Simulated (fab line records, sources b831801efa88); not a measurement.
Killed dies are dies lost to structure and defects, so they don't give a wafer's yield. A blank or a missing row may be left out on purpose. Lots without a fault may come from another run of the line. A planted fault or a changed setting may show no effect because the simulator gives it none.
fab line records | flow sfq_line
record lots=14 wafers=42 last_day=87
route steps=325 shown I1@75 M2@99 R5@226 M6@261
lots that met no fault: from a run of the same line without faults
start_h: hours from the record's first day to the start of the lot's first wafer shown | wait_h: hours since the lot's step before | " the same as in the row above | L1.1+2: a row that stands for several wafers | - no value, or no start given | * or withheld: withheld | < > ~ a bound
route shown NAME@n: a module of which the file shows steps, and the number in the route of the first | usual: mean/standard deviation of fault-free wafers | same: alike in all rows | chamber/n: place in a boat | sites: the reading at each site | _std_site: their standard deviation | _edge_site: outer sites' mean less inner sites' | radius_mm: how far each site lies from the wafer's centre | mask NAME#n: copy n | behind: the tool/chamber that last shaped the wafer | hold: why the lot was held/for how many hours/how that ended | device: the transistor (n, p or np) that didn't switch | end of line: the same wafers' tests at the end of the route | a step without rows: its recipe alone | killed: dies lost to structure and defects at the first sort, not the wafer's yield | map: a wafer's dies, x killed, . not, _ none there
set.NAME: the setting as run; set.NAME@STEP: as run at that earlier step | model.NAME: the simulator's own value behind a step, which no gauge read
steps of the route over a sample of lots; a table a step, a row a wafer
services: from which hour (start_h, from the record's first day; less than 0 if before it) a tool's chamber was out of use, for how many hours, and why
## steps
# step SFQ_I1_BOW_MEAS_912
# recipe mode=bow
# usual I1_BOW=2/8.7
# columns lot.wafer tool chamber start_h wait_h I1_BOW[um]
L792.2 film_metro-01 - 343.49 1.0 6
L792.4 " - " " 6
L792.6 " - " " 11
L793.1 film_metro-01 - 358.47 1.0 -3
L793.3 " - " " 11
L793.6 " - " " 4
L794.1 film_metro-01 - 376.17 2.0 8
L794.3 " - " " 10
L794.4 " - " " 5
L797.3 film_metro-01 - 399.17 1.0 -1
L797.4 " - " " -11
L797.6 " - " " -4
L799.2 film_metro-04 - 408.15 2.5 -8
L799.4 " - " " 1
L799.6 " - " " -4
L800.2 film_metro-02 - 417.15 2.5 4
L800.3 " - " " 22
L800.6 " - " " 12
L802.3 film_metro-01 - 435.17 2.5 5
L802.4 " - " " 2
L802.6 " - " " 7
L803.2 film_metro-01 - 441.15 2.0 -4
L803.3 " - " " -17
L803.6 " - " " -12
L804.2 film_metro-02 - 448.07 2.0 -2
L804.3 " - " " -4
L804.6 " - " " 0
L805.1 film_metro-04 - 453.13 1.5 -1
L805.3 " - " " -5
L805.4 " - " " 6
L810.2 film_metro-01 - 496.49 1.5 -7
L810.5 " - " " -1
L810.6 " - " " -12
L812.1 film_metro-02 - 507.14 2.5 16
L812.4 " - " " 6
L812.5 " - " " 5
L814.3 film_metro-04 - 525.18 2.5 -7
L814.4 " - " " 6
L814.5 " - " " 7
L815.1 film_metro-04 - 528.14 1.5 -1
L815.2 " - " " 14
L815.3 " - " " 3
# step SFQ_TRILAYER_M2_BARC_OPEN_METAL_ETCH_077
# recipe mask_material=PR chemistry=O2 target_depth_nm=125 target=BARC icp_w=600 bias_w=80 pressure_mtorr=10 time_s=41.7
# usual drypump_motor_current_A=5.4/0.48 oes_product_au=0.685/0.0047 run_length_s=70.2/0.36
# columns lot.wafer tool chamber start_h wait_h drypump_motor_current_A oes_product_au rf_hours_counter_h run_length_s
L792.2 rie_metal-04 0 510.72 0.0 4.9 0.677 153 70.4
L792.4 " 1 " " 5.5 0.680 - 70.3
L792.6 " 0 " " 4.9 0.685 - 70.4
L793.1 rie_metal-01 1 524.92 0.0 5.4 0.684 85 70.7
L793.3 " 1 " " 5.4 0.679 - 70.3
L793.6 " 1 " " 5.4 0.688 - 70.2
L794.1 rie_metal-04 1 539.32 0.0 5.4 0.682 85 70.4
L794.3 " 0 " " 4.9 0.682 - 70.3
L794.4 " 1 " " 5.4 0.691 - 70.9
L797.3 rie_metal-03 0 568.14 0.0 5.1 0.690 - 69.6
L797.4 " 1 " " 6.4 0.674 - 70.0
L797.6 " 0 " " 5.1 0.686 - 69.6
L799.2 rie_metal-01 0 574.12 0.0 5.3 0.680 157 70.5
L799.4 " 1 " " 5.4 0.690 - 70.5
L799.6 " 0 " " 5.3 0.677 - 70.3
L800.2 rie_metal-04 1 575.32 0.0 5.5 0.679 91 70.5
L800.3 " 1 " " 5.5 0.689 - 70.3
L800.6 " 0 " " 4.9 0.678 - 70.3
L802.3 rie_metal-04 1 577.74 0.0 5.5 0.670 - 73.0
L802.4 " 0 " " 4.9 0.674 - 72.8
L802.6 " 0 " " 4.9 0.677 - 72.5
L803.2 rie_metal-01 1 578.92 0.0 5.4 0.683 96 70.1
L803.3 " 1 " " 5.4 0.679 - 70.4
L803.6 " 1 " " 5.4 0.691 - 70.4
L804.2 rie_metal-04 0 580.12 0.0 4.9 0.687 167 70.5
L804.3 " 0 " " 4.9 0.665 - 72.9
L804.6 " 1 " " 5.5 0.675 - 73.2
L805.1 rie_metal-01 1 581.32 0.0 5.4 0.689 96 70.0
L805.3 " 1 " " 5.4 0.677 - 70.5
L805.4 " 0 " " 5.3 0.687 - 70.1
L810.2 rie_metal-03 0 587.32 0.0 5.1 0.684 91 69.6
L810.5 " 0 " " 5.1 0.693 - 69.8
L810.6 " 1 " " 6.4 0.682 - 70.0
L812.1 rie_metal-03 0 589.72 0.0 5.1 0.693 91 69.9
L812.4 " 0 " " 5.1 0.687 - 69.6
L812.5 " 0 " " 5.1 0.689 - 69.6
L814.3 rie_metal-03 0 592.14 0.0 5.1 0.683 - 69.9
L814.4 " 1 " " 6.4 0.679 - 69.8
L814.5 " 0 " " 5.1 0.685 - 70.2
L815.1 rie_metal-01 0 593.32 0.0 5.3 0.694 161 70.6
L815.2 " 1 " " 5.4 0.686 99 70.1
L815.3 " 1 " " 5.4 0.691 - 70.7
# step SFQ_TRILAYER_R5_STRIP_STRIP_140
# recipe gas=O2 power_w=200 platen_temp_c=40 overash_fraction=0.65 chemistry=O2 pressure_mtorr=50
# usual drypump_motor_current_A=5.4/0.34 oes_product_au=0.999/0.0071 platen_temp_c=40.01/0.12
# same overash_fraction=0.65
# columns lot.wafer tool chamber start_h wait_h drypump_motor_current_A oes_product_au platen_temp_c rf_hours_counter_h
L792.2 rie_metal-01 1 1424.39 0.0 5.4 0.997 40.10 44
L792.4 " 0 " " 5.4 0.999 40.00 -
L792.6 " 1 " " 5.4 1.007 40.01 -
L793.1 rie_metal-01 0 1430.39 0.0 5.3 1.009 40.09 95
L793.3 " 0 " " 5.3 0.989 39.97 -
L793.6 " 0 " " 5.3 1.003 40.22 -
L794.1 rie_metal-01 0 1441.19 0.0 5.4 1.009 39.79 97
L794.3 " 1 " " 5.4 1.002 40.09 -
L794.4 " 0 " " 5.4 0.994 39.87 -
L797.3 rie_metal-04 1 1512.42 0.3 5.5 1.009 40.04 -
L797.4 " 0 " " 4.9 1.002 39.89 -
L797.6 " 1 " " 5.5 1.003 39.94 -
L799.2 rie_metal-01 1 1564.14 0.0 5.4 1.005 39.95 65
L799.4 " 1 " " 5.4 1.001 39.96 -
L799.6 " 1 " " 5.4 1.003 39.94 -
L800.2 rie_metal-04 1 1566.11 0.3 5.4 0.995 40.20 -
L800.3 " 1 " " 5.4 0.987 40.15 -
L800.6 " 1 " " 5.5 1.005 40.31 -
L802.3 rie_metal-04 1 1568.26 0.5 5.4 1.008 40.00 -
L802.4 " 1 " " 5.5 0.994 39.98 -
L802.6 " 1 " " 5.5 0.999 40.01 -
L803.2 rie_metal-04 1 1570.46 0.3 5.5 1.003 40.15 -
L803.3 " 1 " " 5.5 1.007 39.95 -
L803.6 " 1 " " 5.5 0.994 40.01 -
L804.2 rie_metal-03 0 1571.34 0.0 5.1 0.990 40.06 77
L804.3 " 0 " " 5.1 0.991 40.17 -
L804.6 " 1 " " 6.4 0.995 39.99 -
L805.1 rie_metal-01 0 1573.74 0.0 5.4 1.004 39.85 120
L805.3 " 0 " " 5.3 0.994 39.90 -
L805.4 " 1 " " 5.4 1.005 40.13 -
L810.2 rie_metal-04 1 1587.26 0.3 5.5 1.007 40.09 -
L810.5 " 1 " " 5.5 1.002 40.03 -
L810.6 " 1 " " 5.5 1.003 40.07 -
L812.1 rie_metal-04 1 1601.34 0.0 5.4 0.990 40.10 73
L812.4 " 0 " " 4.9 0.995 40.14 -
L812.5 " 1 " " 5.4 0.993 40.21 -
L814.3 rie_metal-04 0 1609.94 0.2 4.9 0.999 40.09 -
L814.4 " 1 " " 5.4 0.997 40.00 -
L814.5 " 0 " " 4.9 1.000 40.04 -
L815.1 rie_metal-01 0 1618.14 0.0 5.3 0.995 39.90 124
L815.2 " 1 " " 5.4 0.998 39.90 71
L815.3 " 0 " " 5.3 1.002 39.99 -
# step SFQ_M6_OVL_MEAS_940
# usual M6_OVL=0/5.2
# columns lot.wafer tool chamber start_h wait_h M6_OVL[nm]
L792.2 overlay-02 - 1555.59 0.1 1
L792.4 " - " " 3
L792.6 " - " " -2
L793.1 overlay-02 - 1557.99 0.1 5
L793.3 " - " " -1
L793.6 " - " " 7
L794.1 overlay-01 - 1633.59 0.1 2
L794.3 " - " " 1
L794.4 " - " " 1
L797.3 overlay-02 - 1637.49 0.1 5
L797.4 " - " " 6
L797.6 " - " " 4
L799.2 overlay-02 - 1733.08 0.1 -4
L799.4 " - " " 1
L799.6 " - " " -4
L800.2 overlay-01 - 1805.53 0.1 1
L800.3 " - " " 0
L800.6 " - " " 0
L802.3 overlay-01 - 1809.13 0.1 4
L802.4 " - " " 2
L802.6 " - " " 3
L803.2 overlay-01 - 1810.33 0.1 2
L803.3 " - " " 10
L803.6 " - " " 2
L804.2 overlay-02 - 1813.21 0.1 12
L804.3 " - " " -2
L804.6 " - " " 8
L805.1 overlay-02 - 1815.60 0.1 6
L805.3 " - " " 3
L805.4 " - " " -2
L810.2 overlay-02 - 1833.61 0.1 0
L810.5 " - " " 8
L810.6 " - " " 2
L812.1 overlay-02 - 1842.00 0.1 -2
L812.4 " - " " 2
L812.5 " - " " -3
L814.3 overlay-01 - 1847.56 0.1 -11
L814.4 " - " " -2
L814.5 " - " " -6
L815.1 overlay-02 - 1849.95 0.1 -4
L815.2 " - " " -11
L815.3 " - " " -9
## services
# columns tool chamber start_h hours kind
rie_metal-04 - 504.65 2.8 pm
rie_metal-01 1 509.90 7.3 repair
rie_metal-04 1 646.70 8.3 repair
rie_metal-04 1 663.43 10.3 repair
rie_metal-01 1 664.16 7.1 repair
rie_metal-01 1 787.70 9.2 repair
rie_metal-03 - 826.92 0.3 repair
rie_metal-01 0 926.30 4.1 repair
rie_metal-03 0 951.51 14.5 repair
rie_metal-03 0 987.96 2.3 repair
rie_metal-03 - 1076.03 0.2 repair
rie_metal-01 - 1123.86 2.8 pm
rie_metal-03 - 1167.12 2.8 pm
rie_metal-01 - 1185.28 0.4 repair
rie_metal-03 0 1243.42 7.5 repair
rie_metal-04 - 1263.83 28.1 pm
rie_metal-03 - 1337.53 1.4 pm
rie_metal-01 - 1355.48 28.1 pm
rie_metal-04 - 1467.17 14.6 pm
rie_metal-01 1 1522.25 14.3 repair
rie_metal-03 - 1539.30 2.6 repair
rie_metal-04 - 1604.65 2.8 pm
rie_metal-01 - 1609.51 0.2 repair
rie_metal-01 - 1611.03 1.4 pm
## key
first_sign step=SFQ_TRILAYER_M2_BARC_OPEN_METAL_ETCH_077 reading=run_length_s direction=up sigmas=7.3 usual=* struck=*
effect step=SFQ_TRILAYER_M2_BARC_OPEN_METAL_ETCH_077 reading=oes_product_au direction=down sigmas=2.8 usual=0.685 struck=0.672
met_at SFQ_TRILAYER_M2_BARC_OPEN_METAL_ETCH_077
struck_lots L802,L804
struck_wafers L802.3,L802.4,L802.6,L804.3,L804.6
not_acting_at SFQ_I1_BOW_MEAS_912,SFQ_TRILAYER_R5_STRIP_STRIP_140,SFQ_M6_OVL_MEAS_940
onset_between 575.32 577.74
fault kind=process_parameter_drift tool=rie_metal-04 chamber=- onset_h=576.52 steps=SFQ_TRILAYER_M2_BARC_OPEN_METAL_ETCH_077 channel=time_s offset=* shape=step end_h=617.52 scope=struck_wafers_only acts_in=* stated=*
